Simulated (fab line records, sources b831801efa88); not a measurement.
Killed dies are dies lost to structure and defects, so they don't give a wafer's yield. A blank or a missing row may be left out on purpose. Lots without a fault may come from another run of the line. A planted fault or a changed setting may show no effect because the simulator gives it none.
Which tool did it? | flow gf180mcu | 12 lots, 36 wafers sampled, at 1 step of a route of 602

WHAT THE GAUGES READ, wafer by wafer
GF_M4_OVL_MEAS_15.
lot  | measured     | on         | M4_OVL (nm)
L075 | day 23 18:36 | overlay-02 | 5 8 3
L077 | day 24 16:16 | overlay-02 | 1 3 6
L079 | day 25 07:12 | overlay-02 | 2 5 0
L081 | day 25 21:21 | overlay-01 | 1 -1 -2
L083 | day 26 15:55 | overlay-01 | 2 6 6
L085 | day 27 10:39 | overlay-02 | -1 2 2
L088 | day 28 14:37 | overlay-01 | 5 3 -3
L089 | day 28 20:49 | overlay-01 | 1 5 7
L092 | day 29 15:00 | overlay-01 | 6 4 3
L094 | day 29 22:16 | overlay-02 | -1 10 7
L095 | day 30 03:08 | overlay-01 | 5 14 7
L097 | day 30 18:34 | overlay-02 | -2 -2 4

WHICH TOOL RAN EACH LOT (tool, then ch and the chambers of the sampled wafers, then the start)
The record holds no process step before these readings.

THE ANSWER, worked out from the rows above alone
Rule: what is usual is taken from the lots themselves. Put in order of their means at a reading, lots are off if they are a third of the lots or fewer, leave a main group of 4 or more, and stand apart from it by a gap of 3 or more times the standard deviation of the main group's means; of several such gaps the widest counts. A main group whose means are all the same, to the digits that the tables above print for the reading, isn't used. A lot without any number at a reading at which 4 lots or more have one is off too. The other lots that the step has rows for count as sound.
No lot is off at any reading shown: from this, nothing can be told.

WHAT THE SIMULATOR HAD PUT IN
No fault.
